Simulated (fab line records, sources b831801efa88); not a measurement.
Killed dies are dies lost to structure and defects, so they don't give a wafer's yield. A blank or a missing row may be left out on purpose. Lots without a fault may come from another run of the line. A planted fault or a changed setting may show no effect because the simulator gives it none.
Problem report in the 8D (eight disciplines) form, filled by code | flow sky130 | the parts of the form that need people (team, actions taken, sign-off) are left out

1. THE PROBLEM
cd_nm at SKY_SD_P_CD_MEAS_07 reads a mean of 362.7 nm on 2 wafers of 2 lots; wafers without a fault read 380.1 nm with a standard deviation of 2.6. That is -6.7 standard deviations from the usual mean.
The step: target cd 380 nm.
First seen on wafer L716.3, day 30 02:29, on cd_sem-02. The record holds 37 wafers of 13 lots with a number at this step. Rule for "out", or "out of limits": more than 4 standard deviations from the usual mean. The other wafers with a number count as sound.

2. WHAT IT IS AND WHAT IT IS NOT
question                    | is                | is not
which readings at this step | cd_nm             | -
which lots                  | L716, L717        | L704, L705, L708, L709, L710, L711, L712, L713, L724, L725, L727
which wafers of those lots  | L716.3, L717.1    | L716.4, L717.2
read on which gauges        | cd_sem-02         | cd_sem-01
when                        | from day 30 02:29 | up to then (25 sound wafers); but 10 sound wafers of L717, L724, L725, L727 came after

3. SUSPECTS, AND WHAT RULES EACH OUT
Counting: a tool at a process step up to the reading stays a suspect if it ran every lot that is out. Sound lots after the first of them don't rule it out here, since some wafers of a struck lot are sound.
- the gauge at SKY_SD_P_CD_MEAS_07: kept. All the wafers that are out were read on cd_sem-02, and no step on other tools shows them out.
- iline_stepper-01 at SKY_SD_P_EXPOSE_04 (exposes mask PSDM, target cd 380 nm): kept. It ran every lot that is out, first L716 (day 29 12:36); its last sound lot up to then is L713 (day 27 21:43).
Left after counting: iline_stepper-01 at SKY_SD_P_EXPOSE_04, cd_sem-02 at SKY_SD_P_CD_MEAS_07.

4. THE CAUSE (what the simulator had put in)
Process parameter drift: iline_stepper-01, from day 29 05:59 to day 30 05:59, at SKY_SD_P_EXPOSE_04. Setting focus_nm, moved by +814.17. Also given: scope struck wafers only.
Counting left 2 suspects, and this tool is among them.

5. THE CHAIN OF EFFECTS, in route order
Each row: a reading whose mean over the struck wafers that have a number lies more than 3 standard deviations from the usual. Only readings for which the record gives a usual standard deviation are gone through. hours: the time from each lot's start at the first step in this table that gives one to its start at this step, as a median over the lots. sigmas: the change in usual standard deviations.
hours | step                | reading | usual    | on struck wafers | change | sigmas
0     | SKY_SD_P_CD_MEAS_07 | cd_nm   | 380.1 nm | 362.7            | -17.4  | -6.7

6. WHAT WOULD HAVE CAUGHT IT SOONER
In this record the first reading out of limits at a measuring or inspecting step was taken at day 30 02:29, 20 hours after the fault began at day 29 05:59.
All the lots that are out (2) had begun SKY_SD_P_EXPOSE_04 on iline_stepper-01 by day 30 02:29. A hold on the tool at that time would have spared none of them.
